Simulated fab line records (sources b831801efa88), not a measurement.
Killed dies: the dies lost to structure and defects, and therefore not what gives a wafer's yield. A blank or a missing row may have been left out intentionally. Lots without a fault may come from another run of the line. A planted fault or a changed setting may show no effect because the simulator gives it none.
8D (eight disciplines) problem report, filled in by code || flow sky130 || the parts of the form that need people (team, actions taken, sign-off) are left out

1. THE PROBLEM
At SKY_METAL2_SPUTTER_01, cathode-dc-power-W averages 7798.3 W over 2 wafers from 2 lots, while fault-free wafers read 6500.1 W, standard deviation 1.2. That is +99 or more standard deviations from the usual mean.
The step: material TiN, target thk 20 nm, time 16.7 s.
Seen first at day 39 01:31 on pvd-sputter-02, wafer L423.5. The record has a number at this step for 18 wafers belonging to 6 lots. Rule for "out", or "out of limits": more than 4 standard deviations from the usual mean. All remaining wafers that have a number are taken as sound.

2. WHAT THIS IS AND IS NOT
{"question": "which readings at this step", "is": "cathode-dc-power-W", "is not": "throttle-valve-pct"}
{"question": "which lots", "is": "L423, L425", "is not": "L412, L419, L424, L426"}
{"question": "which wafers of those lots", "is": "L423.5, L425.5", "is not": "L423.2, L423.4, L425.3, L425.4"}
{"question": "read on which tools", "is": "pvd-sputter-02", "is not": "pvd-sputter-01, pvd-sputter-04"}
{"question": "when", "is": "from day 39 01:31", "is not": "up to then (8 sound wafers); but 8 sound wafers of L424, L425, L426 came after"}

3. THE SUSPECTS, EACH WITH WHAT RULES IT OUT
Counting: a tool at a process step up to the reading stays a suspect if it ran every lot that is out. Sound lots after the first of them don't rule it out here, since some wafers of a struck lot are sound.
- plasma-asher-01 at SKY_VIA1_STRIP_16 (strips in O2/N2): kept. It processed each lot that is out (first: L423, day 39 00:16); up to then, its last sound lot is L412 (day 36 01:52).
- cvd-w-01 at SKY_VIA1_CVD_21 (deposits W, target thk 270 nm, time 80.902 s): kept. It processed each lot that is out (first: L423, day 39 00:55); up to then, its last sound lot is L412 (day 36 02:52).
- pvd-sputter-02 at SKY_METAL2_SPUTTER_00 (material Ti, target thk 15 nm, time 10 s): kept. It processed each lot that is out (first: L423, day 39 01:29); up to then, its last sound lot is L419 (day 38 00:08).
- pvd-sputter-02 at SKY_METAL2_SPUTTER_01 (material TiN, target thk 20 nm, time 16.7 s): kept. It processed each lot that is out (first: L423, day 39 01:31); up to then, its last sound lot is L419 (day 38 00:10). Its own cathode-dc-power-W readings are out on those wafers.
Left after counting: plasma-asher-01 at SKY_VIA1_STRIP_16, cvd-w-01 at SKY_VIA1_CVD_21, pvd-sputter-02 at SKY_METAL2_SPUTTER_00, pvd-sputter-02 at SKY_METAL2_SPUTTER_01.

4. THE CAUSE (what the simulator had put in)
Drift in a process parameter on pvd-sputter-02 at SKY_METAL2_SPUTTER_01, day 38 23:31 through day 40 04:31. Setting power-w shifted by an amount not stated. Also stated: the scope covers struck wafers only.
Of the 4 suspects that counting leaves, this tool is one.

5. THE EFFECT CHAIN, in route order
Each row: a reading whose mean over the struck wafers that have a number lies more than 3 standard deviations from the usual. Only readings for which the record gives a usual standard deviation are gone through. hours: the time from each lot's start at the first step in this table that gives one to its start at this step, as a median over the lots. sigmas: the change in usual standard deviations.
{"hours": 0, "step": "SKY_METAL2_SPUTTER_01", "reading": "cathode-dc-power-W", "usual": "6500.1 W", "on struck wafers": 7798.3, "change": "+1298.2", "sigmas": "+99 or more"}
The process steps in it:
- SKY_METAL2_SPUTTER_01: material TiN, target thk 20 nm, time 16.7 s.

6. WHAT WOULD HAVE CAUGHT IT SOONER
In this record the first reading out of limits was taken at day 39 01:31, 2 hours after the fault began at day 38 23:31.
